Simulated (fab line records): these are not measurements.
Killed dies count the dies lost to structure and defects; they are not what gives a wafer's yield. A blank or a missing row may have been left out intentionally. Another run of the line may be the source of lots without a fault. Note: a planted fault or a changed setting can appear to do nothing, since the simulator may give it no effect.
Comparing a struck lot with a sound one | flow sky130 | 17 out of 708 route steps
Sound: wafers L101.1, L101.2, L101.5. Wafers L109.2, L109.3, L109.5 were the ones struck. Last of all comes the cause.
For every step that has rows: the tool of each side, followed by ch and its chambers, followed by its first start. Under that, the readings that differ: sound wafers | struck wafers | difference of the means | sigmas: that difference in standard deviations of wafers without a fault.
alike: a reading whose means differ by less than 2 such deviations, as well as words and numbers matching on both sides. not compared: withheld readings; readings where some wafer has no value; bounds like >300 that might hide an equal value; numbers whose values overlap and for which the record gives no deviation.
A row with sigmas, a row that says differs or no value, or rows on one side alone: a step with any of these is where the two part. Numbers that don't overlap but have no deviation are shown without sigmas and don't part them. Lack of a reading on every wafer of one side parts them only where that side has two or more wafers.

first, 1 step without rows for these wafers: SKY_LDD_N_IMPLANT_15.
SKY_LDD_N_STRIP_16: strips in O2/N2.
  sound on plasma_asher-03 ch 0,1, day 20 10:43; struck on plasma_asher-03 ch 0,1, day 22 04:29
  alike: drypump_motor_current_A, oes_product_au, strip_time_to_endpoint_s
  not compared: rf_hours_counter_h
SKY_LDD_N_TW_MEAS_17:
  sound on film_metro-02 at day 20 10:49; struck on film_metro-01 at day 22 04:35
  alike: LDD_N_TW
then, 7 steps without rows for these wafers: SKY_LDD_P_DEHYDRATE_00 (time 60 s); SKY_LDD_P_HMDS_01 (prime time 60 s); SKY_LDD_P_COAT_02 (resist thk 1140 nm); SKY_LDD_P_SOFTBAKE_03 (time 60 s); SKY_LDD_P_EXPOSE_04 (exposes mask PSDM, target cd 380 nm); SKY_LDD_P_PEB_05; SKY_LDD_P_DEVELOP_06 (develop time 60 s).
SKY_LDD_P_CD_MEAS_07: the cd target is 380 nm.
  sound on cd_sem-01 at day 21 17:17; struck on cd_sem-01 at day 23 11:08
  alike: cd_nm
SKY_LDD_P_OVL_MEAS_08:
  sound on overlay-01 at day 21 17:25; struck on overlay-02 at day 23 11:15
  alike: LDD_P_OVL
SKY_LDD_P_IMPLANT_09:
  sound on implanter-02 ch 0, day 21 17:26; struck on implanter-04 ch 0, day 23 11:18
  reading            | sound                           | struck                        | difference | sigmas
  dose_ions_cm2      | 1.0007e+13 1.0011e+13 9.998e+12 | 3.514e+12 3.508e+12 3.511e+12 | -6.494e+12 | -99 or more
  faraday_current_uA | 55.1 55.3 57.2                  | 19.4 19.5 20.8                | -36.0      | -33
  alike: beam_on_s
SKY_LDD_P_STRIP_10: strips in O2/N2.
  sound on plasma_asher-02 ch 0,1, day 21 17:35; struck on plasma_asher-04 ch 0,1, day 23 11:26
  alike: drypump_motor_current_A, oes_product_au, strip_time_to_endpoint_s
  not compared: rf_hours_counter_h
SKY_LDD_P_TW_MEAS_11:
  sound on film_metro-03 at day 21 17:41; struck on film_metro-04 at day 23 11:32
  reading  | sound       | struck      | difference | sigmas
  LDD_P_TW | 639 634 635 | 456 458 455 | -180       | -38
then, 1 step without rows for these wafers: SKY_LDD_HVN_DEHYDRATE_00 (time 60 s).
-- a jump in the record: the struck wafers' starts before and after are 25 days apart (it breaks off in module LDD_HVN and resumes in module PAD_OPEN, where the first step shown is number 708 of the route) --
SKY_PAD_OPEN_PROBE_99:
  sound on prober-01 at day 47 14:51; struck on prober-02 at day 48 16:40
  reading                                     | sound              | struck                        | difference | sigmas
  model.etest.tip_p.rs_ohm_sq                 | 6653 6715 6704     | 1.697e+04 1.671e+04 1.685e+04 | +1.015e+04 |
  model.etest.tip_p.rs_ohm_sq_range           | 233.1 236.2 190.4  | 1054 875.4 919.8              | +730       |
  model.etest.pfet_01v8.r_on_ohm_um           | 2793 2765 2776     | 3059 3039 3056                | +273       |
  model.etest.tip_p.rs_ohm_sq_rim_less_centre | 21.26 83.82 -100.3 | -921.4 -748.4 -212            | -628.9     |
  model.etest.pfet_01v8.drive_ua_um           | 205.7 203.2 203.3  | 179.2 181.1 179.3             | -24.2      |
  model.etest.pfet_01v8_hvt.drive_ua_um       | 152.8 153.5 150.2  | 134.7 132.7 133.9             | -18.4      |
  model.etest.sram_pfet_latch.drive_ua_um     | 152 153.2 153      | 137.9 130.5 136.1             | -17.9      |
  model.etest.pfet_01v8_mvt.drive_ua_um       | 160.2 160.6 159.8  | 148 148.5 146.2               | -13        |
  alike: killed_at_M0_to_M3, killed_at_M4_up, killed_at_contacts, killed_at_front_end, killed_at_other, killed_dies, killed_open, killed_short

## WHERE THEY PART
First at SKY_LDD_P_IMPLANT_09; last, within this record, at SKY_LDD_P_TW_MEAS_11. Later steps at which nothing parts them and some readings are alike: SKY_PAD_OPEN_PROBE_99.

WHY: whatever the simulator had introduced
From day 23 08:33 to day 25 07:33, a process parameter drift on implanter-04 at SKY_LDD_P_IMPLANT_09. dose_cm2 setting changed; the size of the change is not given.
